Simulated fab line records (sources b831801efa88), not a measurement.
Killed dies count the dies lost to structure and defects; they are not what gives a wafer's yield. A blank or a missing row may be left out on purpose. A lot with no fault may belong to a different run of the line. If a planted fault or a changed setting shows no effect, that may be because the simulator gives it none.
fab line records || flow sky130
[record] {"lots": 5, "wafers": 15, "lastDay": 48}
route steps=708 shown FIELD_ISO@6 NWELL@32 DNWELL@35 PWDE@45 PAD_OPEN@708
lots with no fault: from the same line, run without faults
startH: the number of hours between the record's first day and the start of the first shown wafer of the lot || waitH: hours since the lot's step before || " unchanged from the row above || L1.1+2: a row that stands for several wafers || - either no value or no given start || * or withheld: withheld || < > ~ a bound
route shown NAME@n: names a module that has steps shown in the file, with the first one's number in the route || usual: mean/standard deviation of fault-free wafers || same: alike in all rows || chamber/n: place in a boat || sites: per-site readings || _std_site: the values' standard deviation || _edge_site: inner sites' mean taken away from outer sites' mean || radiusMm: how far each site lies from the wafer's centre || mask NAME#n: copy n || behind: the last tool/chamber to shape the wafer || hold: cause of the lot's hold/its duration in hours/its outcome || device: the n, p or np transistor that did not switch || end of line: the route-end tests of the same wafers || for a step that has no rows: nothing shown but its recipe || killed: dies lost to structure and defects at the first sort, not the wafer's yield || map: per-die view of a wafer (x killed, . not killed, _ where there is no die)
set.NAME: the run value of the setting; set.NAME@STEP: its run value at that earlier step || model.NAME: the simulator's own value behind a step, which no gauge read
certain route steps with their lots: each step a table, each wafer a row
services: when a tool's chamber went out of use (startH, in hours from the record's first day, below 0 if earlier), for how many hours, and the reason
[[steps]]
[step SKY_FIELD_ISO_DEHYDRATE_05]
[recipe] {"tempC": 200, "timeS": 60}
[step SKY_FIELD_ISO_HMDS_06]
[recipe] {"primeTimeS": 60, "primeTempC": 120}
[step SKY_FIELD_ISO_COAT_07]
[recipe] {"resist": "BARC", "tempC": "withheld", "timeS": "withheld", "spinRpm": 3000, "resistThkNm": 60}
[step SKY_FIELD_ISO_COAT_08]
[recipe] {"resist": "KrF-thick", "spinRpm": 3000, "resistThkNm": 450}
[step SKY_FIELD_ISO_SOFTBAKE_09]
[recipe] {"tempC": 100, "timeS": 90, "resist": "KrF-thick"}
[step SKY_FIELD_ISO_EXPOSE_10]
[recipe] {"maskId": "FOM", "na": 0.68, "sourceShape": "annular", "sigmaInner": 0.4, "sigmaOuter": 0.8, "targetCdNm": 150, "doseMj": 28}
[step SKY_FIELD_ISO_PEB_11]
[recipe] {"pebTempC": "withheld", "pebTimeS": "withheld", "resist": "KrF-thick"}
[step SKY_FIELD_ISO_DEVELOP_12]
[recipe] {"developTimeS": 60, "resist": "KrF-thick", "devTempC": 21}
[step SKY_FIELD_ISO_ETCH_14]
[recipe] {"chemistry": "N2/H2", "target": "BARC", "ionEnergyEv": 200, "sourceW": 500, "biasW": 100, "pressureMtorr": 30, "n2FlowSccm": 100, "h2FlowSccm": 200, "stopOn": "SiO2", "timeS": 45.9, "targetDepthA": 600}
[step SKY_FIELD_ISO_ETCH_15]
[recipe] {"chemistry": "CHF3/O2", "targetDepthNm": 180, "stopOn": "Si", "sourceW": 600, "biasW": 200, "pressureMtorr": 40, "chf3FlowSccm": 50, "O2_flow_sccm": 5, "timeS": 72}
[step SKY_FIELD_ISO_STRIP_16]
[recipe] {"chemistry": "O2/N2", "powerW": 1400, "pressureMtorr": 1500, "platenTempC": "withheld", "o2FlowSccm": 3000, "n2FlowSccm": 300, "overashFraction": 0.5}
[usual] {"drypumpMotorCurrentA": "5.5/0.3", "oesProductAu": "0.378/0.0049", "stripTimeToEndpointS": "3.55/0.041"}
{"lot.wafer": "L445.1", "tool": "plasmaAsher-02", "chamber": 0, "startH": 61.38, "waitH": 0.0, "drypumpMotorCurrentA": 5.9, "oesProductAu": 0.378, "rfHoursCounterH": 24, "stripTimeToEndpointS": 3.61}
{"lot.wafer": "L445.2", "tool": "plasmaAsher-02", "chamber": 1, "startH": 61.38, "waitH": 0.0, "drypumpMotorCurrentA": 5.6, "oesProductAu": 0.381, "rfHoursCounterH": 24, "stripTimeToEndpointS": 3.55}
{"lot.wafer": "L445.4", "tool": "plasmaAsher-02", "chamber": 1, "startH": 61.38, "waitH": 0.0, "drypumpMotorCurrentA": 5.5, "oesProductAu": 0.376, "rfHoursCounterH": "-", "stripTimeToEndpointS": 3.57}
{"lot.wafer": "L446.1", "tool": "plasmaAsher-02", "chamber": 1, "startH": 65.27, "waitH": 0.0, "drypumpMotorCurrentA": 5.6, "oesProductAu": 0.375, "rfHoursCounterH": 24, "stripTimeToEndpointS": 3.53}
{"lot.wafer": "L446.3", "tool": "plasmaAsher-02", "chamber": 1, "startH": 65.27, "waitH": 0.0, "drypumpMotorCurrentA": 5.6, "oesProductAu": 0.379, "rfHoursCounterH": "-", "stripTimeToEndpointS": 3.56}
{"lot.wafer": "L446.4", "tool": "plasmaAsher-02", "chamber": 0, "startH": 65.27, "waitH": 0.0, "drypumpMotorCurrentA": 5.9, "oesProductAu": 0.386, "rfHoursCounterH": "-", "stripTimeToEndpointS": 3.51}
{"lot.wafer": "L448.1", "tool": "plasmaAsher-02", "chamber": 1, "startH": 75.02, "waitH": 0.0, "drypumpMotorCurrentA": 5.5, "oesProductAu": 0.371, "rfHoursCounterH": 25, "stripTimeToEndpointS": 3.55}
{"lot.wafer": "L448.2", "tool": "plasmaAsher-02", "chamber": 0, "startH": 75.02, "waitH": 0.0, "drypumpMotorCurrentA": 5.8, "oesProductAu": 0.377, "rfHoursCounterH": 25, "stripTimeToEndpointS": 3.51}
{"lot.wafer": "L448.3", "tool": "plasmaAsher-02", "chamber": 1, "startH": 75.02, "waitH": 0.0, "drypumpMotorCurrentA": 5.5, "oesProductAu": 0.379, "rfHoursCounterH": "-", "stripTimeToEndpointS": 3.56}
{"lot.wafer": "L452.1", "tool": "plasmaAsher-02", "chamber": 1, "startH": 98.07, "waitH": 0.0, "drypumpMotorCurrentA": 5.5, "oesProductAu": 0.381, "rfHoursCounterH": 27, "stripTimeToEndpointS": 3.58}
{"lot.wafer": "L452.3", "tool": "plasmaAsher-02", "chamber": 1, "startH": 98.07, "waitH": 0.0, "drypumpMotorCurrentA": 5.6, "oesProductAu": 0.380, "rfHoursCounterH": "-", "stripTimeToEndpointS": 3.51}
{"lot.wafer": "L452.4", "tool": "plasmaAsher-02", "chamber": 0, "startH": 98.07, "waitH": 0.0, "drypumpMotorCurrentA": 5.8, "oesProductAu": 0.375, "rfHoursCounterH": "-", "stripTimeToEndpointS": 3.57}
{"lot.wafer": "L453.3", "tool": "plasmaAsher-02", "chamber": 1, "startH": 102.12, "waitH": 0.1, "drypumpMotorCurrentA": 5.6, "oesProductAu": 0.377, "rfHoursCounterH": "-", "stripTimeToEndpointS": 3.56}
{"lot.wafer": "L453.4", "tool": "plasmaAsher-02", "chamber": 0, "startH": 102.12, "waitH": 0.1, "drypumpMotorCurrentA": 5.9, "oesProductAu": 0.380, "rfHoursCounterH": "-", "stripTimeToEndpointS": 3.51}
{"lot.wafer": "L453.6", "tool": "plasmaAsher-02", "chamber": 1, "startH": 102.12, "waitH": 0.1, "drypumpMotorCurrentA": 5.6, "oesProductAu": 0.380, "rfHoursCounterH": "-", "stripTimeToEndpointS": 3.53}
[step SKY_FIELD_ISO_ETCH_17]
[recipe] {"targetDepthA": 3420, "maskMaterial": "Si3N4", "chemistry": "HBr/Cl2/O2", "target": "Si", "taperDeg": 5, "icpW": 600, "biasW": 150, "pressureMtorr": 15, "HBr_flow_sccm": 150, "Cl2_flow_sccm": 40, "O2_flow_sccm": 6, "timeS": 97.7}
[step SKY_FIELD_ISO_WET_ETCH_18]
[recipe] {"chemistry": "H3PO4", "targetDepthNm": 25, "tempC": 160, "target": "Si3N4", "timeS": 286}
[step SKY_FIELD_ISO_CLEAN_19]
[recipe] {"chemistry": "SC1/SC2", "mix": "1:4:20", "tempC": 70, "timeS": 150}
[step SKY_FIELD_ISO_CLEAN_20]
[recipe] {"chemistry": "dHF", "timeS": 20, "dilution": "100:1"}
[step SKY_FIELD_ISO_WET_ETCH_21]
[recipe] {"chemistry": "dHF", "dilution": "100:1", "targetDepthNm": 20, "dry": "ipaMarangoni", "target": "SiO2", "tempC": 25, "timeS": 400}
[step SKY_FIELD_ISO_OXIDATION_22]
[recipe] {"tempC": 950, "ambient": "O2", "stabiliseS": 600, "purgeS": 300, "targetThkA": 100, "oxTimeS": 623}
[step SKY_FIELD_ISO_CVD_24]
[recipe] {"material": "SiO2", "targetThkNm": 595, "tempC": 650, "sigmaOpenFrac": 0.3, "timeS": 99.2, "sih4FlowSccm": 60, "pressureMtorr": 6}
[step SKY_FIELD_ISO_ANNEAL_26]
[recipe] {"tempC": 1000, "timeS": 1800, "ambient": "N2"}
[step SKY_FIELD_ISO_CMP_27]
[recipe] {"stopOn": "Si3N4", "tOverpolishS": 16, "downForcePsi": 4, "platenRpm": 60, "targetThkNm": 457.8, "padVelocityMS": 0.94248}
[step SKY_FIELD_ISO_WET_ETCH_28]
[recipe] {"chemistry": "dHF", "targetDepthNm": 23.7, "target": "SiO2", "dilution": "10:1", "tempC": 25, "timeS": 47}
[step SKY_FIELD_ISO_WET_ETCH_29]
[recipe] {"chemistry": "H3PO4", "targetDepthNm": 160, "target": "Si3N4", "tempC": 160, "timeS": 1825}
[step SKY_FIELD_ISO_WET_ETCH_30]
[recipe] {"chemistry": "dHF", "targetDepthNm": 25, "target": "SiO2", "dilution": "10:1", "tempC": 25, "timeS": 50}
[step SKY_NWELL_CLEAN_00]
[recipe] {"chemistry": "SC1/SC2", "mix": "1:4:20", "tempC": 70, "timeS": 150, "dry": "n2Spin"}
[step SKY_NWELL_OXIDATION_01]
[recipe] {"tempC": 900, "ambient": "O2", "stabiliseS": 600, "purgeS": 300, "targetThkA": 100, "oxTimeS": 1418}
[step SKY_DNWELL_DEHYDRATE_00]
[recipe] {"tempC": 200, "timeS": 60}
[step SKY_DNWELL_HMDS_01]
[recipe] {"primeTimeS": 60, "primeTempC": 120}
[step SKY_DNWELL_COAT_02]
[recipe] {"spinRpm": 2000, "resistThkNm": 3000}
[step SKY_DNWELL_SOFTBAKE_03]
[recipe] {"tempC": 110, "timeS": "withheld"}
[step SKY_DNWELL_EXPOSE_04]
[recipe] {"maskId": "DNM", "na": 0.57, "targetCdNm": 3000, "doseMj": 222}
[step SKY_DNWELL_PEB_05]
[recipe] {"tempC": 115, "timeS": "withheld"}
[step SKY_DNWELL_DEVELOP_06]
[recipe] {"wallAngleDeg": 90, "developer": "TMAH", "developTimeS": 60, "devTempC": 23}
[step SKY_DNWELL_IMPLANT_07]
[recipe] {"species": "P", "energyKev": "withheld", "doseCm2": "withheld", "tiltDeg": "withheld"}
[step SKY_DNWELL_STRIP_08]
[recipe] {"chemistry": "O2/N2", "powerW": 1400, "pressureMtorr": 1500, "platenTempC": "withheld", "o2FlowSccm": 3000, "n2FlowSccm": 300, "overashFraction": 0.5}
[step SKY_PWDE_DEHYDRATE_00]
[recipe] {"tempC": 200, "timeS": 60}
[step SKY_PWDE_HMDS_01]
[recipe] {"primeTimeS": 60, "primeTempC": 120}
[step SKY_PAD_OPEN_PROBE_99]
[usual] {"killed_at_M0_to_M3": "42/6.3", "killed_at_M4_up": "3.2/1.9", "killedAtContacts": "24/5.8", "killedAtFrontEnd": "15/4.3", "killedAtOther": "0.2/0.62", "killedDies": "85/9.3", "killedOpen": "46/6.8", "killedShort": "38/6.1"}
[same] {"grossDies": 492, "killedAtBackSide": 0}
{"lot.wafer": "L445.1", "tool": "prober-02", "chamber": "-", "startH": 1101.14, "waitH": 0.1, "killed_at_M0_to_M3": 48, "killed_at_M4_up": 3, "killedAtContacts": 20, "killedAtFrontEnd": 16, "killedAtOther": 2, "killedDies": 89, "killedOpen": 51, "killedShort": 38}
{"lot.wafer": "L445.2", "tool": "prober-02", "chamber": "-", "startH": 1101.19, "waitH": 0.1, "killed_at_M0_to_M3": 41, "killed_at_M4_up": 4, "killedAtContacts": 36, "killedAtFrontEnd": 13, "killedAtOther": 0, "killedDies": 94, "killedOpen": 47, "killedShort": 47}
{"lot.wafer": "L445.4", "tool": "prober-02", "chamber": "-", "startH": 1101.29, "waitH": 0.2, "killed_at_M0_to_M3": 35, "killed_at_M4_up": 3, "killedAtContacts": 26, "killedAtFrontEnd": 14, "killedAtOther": 0, "killedDies": 78, "killedOpen": 42, "killedShort": 36}
{"lot.wafer": "L446.1", "tool": "prober-01", "chamber": "-", "startH": 1108.47, "waitH": 0.1, "killed_at_M0_to_M3": 35, "killed_at_M4_up": 3, "killedAtContacts": 22, "killedAtFrontEnd": 13, "killedAtOther": 0, "killedDies": 73, "killedOpen": 42, "killedShort": 31}
{"lot.wafer": "L446.3", "tool": "prober-01", "chamber": "-", "startH": 1108.57, "waitH": 0.2, "killed_at_M0_to_M3": 51, "killed_at_M4_up": 1, "killedAtContacts": 30, "killedAtFrontEnd": 20, "killedAtOther": 1, "killedDies": 103, "killedOpen": 51, "killedShort": 51}
{"lot.wafer": "L446.4", "tool": "prober-01", "chamber": "-", "startH": 1108.62, "waitH": 0.2, "killed_at_M0_to_M3": 50, "killed_at_M4_up": 2, "killedAtContacts": 33, "killedAtFrontEnd": 22, "killedAtOther": 0, "killedDies": 107, "killedOpen": 63, "killedShort": 44}
{"lot.wafer": "L448.1", "tool": "prober-01", "chamber": "-", "startH": 1120.93, "waitH": 0.1, "killed_at_M0_to_M3": 45, "killed_at_M4_up": 2, "killedAtContacts": 26, "killedAtFrontEnd": 74, "killedAtOther": 1, "killedDies": 148, "killedOpen": 46, "killedShort": 37}
{"lot.wafer": "L448.2", "tool": "prober-01", "chamber": "-", "startH": 1120.98, "waitH": 0.1, "killed_at_M0_to_M3": 40, "killed_at_M4_up": 2, "killedAtContacts": 17, "killedAtFrontEnd": 67, "killedAtOther": 1, "killedDies": 127, "killedOpen": 45, "killedShort": 31}
{"lot.wafer": "L448.3", "tool": "prober-01", "chamber": "-", "startH": 1121.03, "waitH": 0.2, "killed_at_M0_to_M3": 40, "killed_at_M4_up": 2, "killedAtContacts": 17, "killedAtFrontEnd": 83, "killedAtOther": 0, "killedDies": 142, "killedOpen": 49, "killedShort": 27}
{"lot.wafer": "L452.1", "tool": "prober-01", "chamber": "-", "startH": 1146.38, "waitH": 0.1, "killed_at_M0_to_M3": 38, "killed_at_M4_up": 5, "killedAtContacts": 15, "killedAtFrontEnd": 81, "killedAtOther": 0, "killedDies": 139, "killedOpen": 40, "killedShort": 37}
{"lot.wafer": "L452.3", "tool": "prober-01", "chamber": "-", "startH": 1146.48, "waitH": 0.2, "killed_at_M0_to_M3": 36, "killed_at_M4_up": 1, "killedAtContacts": 26, "killedAtFrontEnd": 82, "killedAtOther": 1, "killedDies": 146, "killedOpen": 52, "killedShort": 25}
{"lot.wafer": "L452.4", "tool": "prober-01", "chamber": "-", "startH": 1146.53, "waitH": 0.2, "killed_at_M0_to_M3": 42, "killed_at_M4_up": 1, "killedAtContacts": 19, "killedAtFrontEnd": 62, "killedAtOther": 0, "killedDies": 124, "killedOpen": 48, "killedShort": 30}
{"lot.wafer": "L453.3", "tool": "prober-02", "chamber": "-", "startH": 1148.64, "waitH": 0.2, "killed_at_M0_to_M3": 33, "killed_at_M4_up": 4, "killedAtContacts": 11, "killedAtFrontEnd": 79, "killedAtOther": 1, "killedDies": 128, "killedOpen": 32, "killedShort": 27}
{"lot.wafer": "L453.4", "tool": "prober-02", "chamber": "-", "startH": 1148.69, "waitH": 0.2, "killed_at_M0_to_M3": 47, "killed_at_M4_up": 1, "killedAtContacts": 17, "killedAtFrontEnd": 54, "killedAtOther": 0, "killedDies": 119, "killedOpen": 37, "killedShort": 34}
{"lot.wafer": "L453.6", "tool": "prober-02", "chamber": "-", "startH": 1148.79, "waitH": 0.2, "killed_at_M0_to_M3": 31, "killed_at_M4_up": 2, "killedAtContacts": 19, "killedAtFrontEnd": 87, "killedAtOther": 0, "killedDies": 139, "killedOpen": 39, "killedShort": 27}
// killed by level:class
L445.1 VIA1:geometricParticle:open=15 FIELD_ISO:geometricParticle:short=9 LI_CONTACT:geometricParticle:open=8 VIA2:geometricParticle:open=8 METAL2:geometricParticle:short=6 CONTACT:geometricParticle:open=6 VIA3:geometricParticle:open=6 METAL3:geometricParticle:short=5
L445.2 CONTACT:geometricParticle:open=14 CONTACT:geometricParticle:short=9 LOCAL_INTERCONNECT:geometricParticle:short=8 VIA1:geometricParticle:open=8 VIA1:geometricParticle:short=6 METAL2:geometricParticle:short=6 FIELD_ISO:geometricParticle:open=5 VIA3:geometricParticle:open=5
L445.4 CONTACT:geometricParticle:open=9 CONTACT:geometricParticle:short=9 VIA1:geometricParticle:open=8 VIA3:geometricParticle:open=6 LI_CONTACT:geometricParticle:open=5 METAL2:geometricParticle:short=5 FIELD_ISO:geometricParticle:open=4 VIA2:geometricParticle:open=4
L446.1 CONTACT:geometricParticle:open=10 VIA1:geometricParticle:open=9 VIA2:geometricParticle:open=6 LI_CONTACT:geometricParticle:open=5 FIELD_ISO:geometricParticle:open=4 METAL1:geometricParticle:short=4 VIA1:geometricParticle:short=4 VIA3:geometricParticle:open=4
L446.3 CONTACT:geometricParticle:open=10 CONTACT:geometricParticle:short=10 VIA1:geometricParticle:open=8 POLY_GATE:geometricParticle:short=7 LI_CONTACT:geometricParticle:open=7 METAL1:geometricParticle:short=7 VIA1:geometricParticle:short=7 VIA2:geometricParticle:open=6
L446.4 CONTACT:geometricParticle:open=14 LI_CONTACT:geometricParticle:open=11 VIA1:geometricParticle:open=10 POLY_GATE:geometricParticle:open=6 VIA2:geometricParticle:short=6 VIA2:geometricParticle:open=6 VIA3:geometricParticle:short=6 METAL1:geometricParticle:short=5
L448.1 FIELD_ISO:unspecified=65 CONTACT:geometricParticle:open=15 METAL1:geometricParticle:short=12 VIA1:geometricParticle:open=9 LI_CONTACT:geometricParticle:open=5 VIA2:geometricParticle:open=5 VIA3:geometricParticle:open=5 CONTACT:geometricParticle:short=3
L448.2 FIELD_ISO:unspecified=51 VIA1:geometricParticle:open=8 VIA3:geometricParticle:open=8 CONTACT:geometricParticle:short=7 VIA2:geometricParticle:open=7 LI_CONTACT:geometricParticle:open=6 VIA3:geometricParticle:short=6 POLY_GATE:geometricParticle:open=4
L448.3 FIELD_ISO:unspecified=66 VIA1:geometricParticle:open=13 CONTACT:geometricParticle:open=9 VIA2:geometricParticle:open=7 VIA3:geometricParticle:open=7 METAL2:geometricParticle:short=5 POLY_GATE:geometricParticle:open=4 FIELD_ISO:geometricParticle:open=3
L452.1 FIELD_ISO:unspecified=61 CONTACT:geometricParticle:open=9 VIA1:geometricParticle:open=9 VIA1:geometricParticle:short=8 FIELD_ISO:geometricParticle:short=7 FIELD_ISO:geometricParticle:open=4 METAL1:geometricParticle:short=4 VIA3:geometricParticle:open=4
L452.3 FIELD_ISO:unspecified=69 CONTACT:geometricParticle:open=11 LI_CONTACT:geometricParticle:open=9 VIA3:geometricParticle:open=7 VIA1:geometricParticle:open=7 FIELD_ISO:geometricParticle:open=6 VIA2:geometricParticle:open=5 VIA2:geometricParticle:short=5
L452.4 FIELD_ISO:unspecified=46 VIA1:geometricParticle:open=14 VIA2:geometricParticle:open=6 FIELD_ISO:geometricParticle:open=5 LI_CONTACT:geometricParticle:open=5 CONTACT:geometricParticle:open=5 VIA3:geometricParticle:open=5 POLY_GATE:geometricParticle:open=4
L453.3 FIELD_ISO:unspecified=68 VIA1:geometricParticle:open=11 LI_CONTACT:geometricParticle:open=4 CONTACT:geometricParticle:open=4 VIA2:geometricParticle:open=4 VIA3:geometricParticle:short=4 VIA3:geometricParticle:open=4 POLY_GATE:geometricParticle:short=3
L453.4 FIELD_ISO:unspecified=48 METAL2:geometricParticle:short=9 VIA1:geometricParticle:open=8 VIA3:geometricParticle:open=8 LI_CONTACT:geometricParticle:open=7 CONTACT:geometricParticle:open=5 VIA2:geometricParticle:short=5 METAL1:geometricParticle:short=4
L453.6 FIELD_ISO:unspecified=73 LI_CONTACT:geometricParticle:open=8 METAL3:geometricParticle:short=6 CONTACT:geometricParticle:open=5 VIA1:geometricParticle:open=5 VIA2:geometricParticle:open=5 FIELD_ISO:geometricParticle:open=4 POLY_GATE:geometricParticle:open=4
// map L448.1 (x killed, . not)
__________..x.xx...._________
________x...x..x......_______
______...x.....x...x..x._____
_____.x....x..x.xx...xx..____
____......x.xxxxxxxx......___
___x......x..xxxxxxxx.x....__
__..........xxxxxxxxx......x_
_x.......x.xxxxxxxxxxx..x..xx
_..x.......xxxxxxxxxxx...xx.x
_x....xxx.x.xxxxxxxxx.x......
_..x...x.....xxxxxxxx........
_......x..x........x..x.x...x
_...............xxx..x..xx...
_.x.......x....x..x.........x
_......x.x....x.......x......
__.......x..xx....x.x..x...._
___x.x.x.....xxx.......x...__
____....x.....x...........___
_____..x...x....x........____
______....x.x.....x....x_____
________x............._______
__________......x..._________
// map L452.3 (x killed, . not)
__________......x..._________
________......xxx...x._______
______.xx..............._____
_____..x...x...xxx...x...____
____.....x....xxxxxxx.....___
___.......xxx.xxxxxxxxx....__
__.........xxxxxxxxxx..xx..._
_x.....x..x.xxxxxxxxxx...x..x
_.........x.xxxxxxxxxx...x...
_......x....xxxxxxxxxxx......
_.......x.xxxxxxxxxxx..xxxx..
_.....x......x.x.xx..........
_.x..x.......x..x....x.x.....
_........x..x.......xx.......
_.x................x...xx.x..
__xx..x.x.....x.......x..xx._
___.x...................xx.__
____.x..x...x.......x.x.x.___
_____.......x..x..x...x..____
______....x............._____
________x....x..x....._______
__________....x....._________
[[services]]
{"tool": "plasmaAsher-02", "chamber": "-", "startH": 81.83, "hours": 6.7, "kind": "repair"}
[[key]]
[firstSign] {"step": "SKY_PAD_OPEN_PROBE_99", "reading": "killedAtFrontEnd", "direction": "up", "sigmas": 14, "usual": 15, "struck": 74}
[effect] {"step": "SKY_PAD_OPEN_PROBE_99", "reading": "killedDies", "direction": "up", "sigmas": 5.4, "usual": 85, "struck": 135}
metAt SKY_FIELD_ISO_STRIP_16
struckWafers L448.1,L448.2,L448.3,L452.1,L452.3,L452.4,L453.3,L453.4,L453.6
testerLeftOut L448,L452,L453
onsetBetween 65.27 75.02
alsoFits time
[fault] {"kind": "chamberParticleSource", "tool": "plasmaAsher-02", "chamber": "-", "onsetH": 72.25, "steps": "SKY_FIELD_ISO_STRIP_16", "ratePerVisitCm2": 1.7999, "endH": 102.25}
// testerLeftOut: of these lots the tester's yield and bins aren't shown, on N5 and GAA mostly nor the transistor test; their killed dies are dies lost to structure and defects alone, not to doping, threshold or leakage, so they don't give the yield
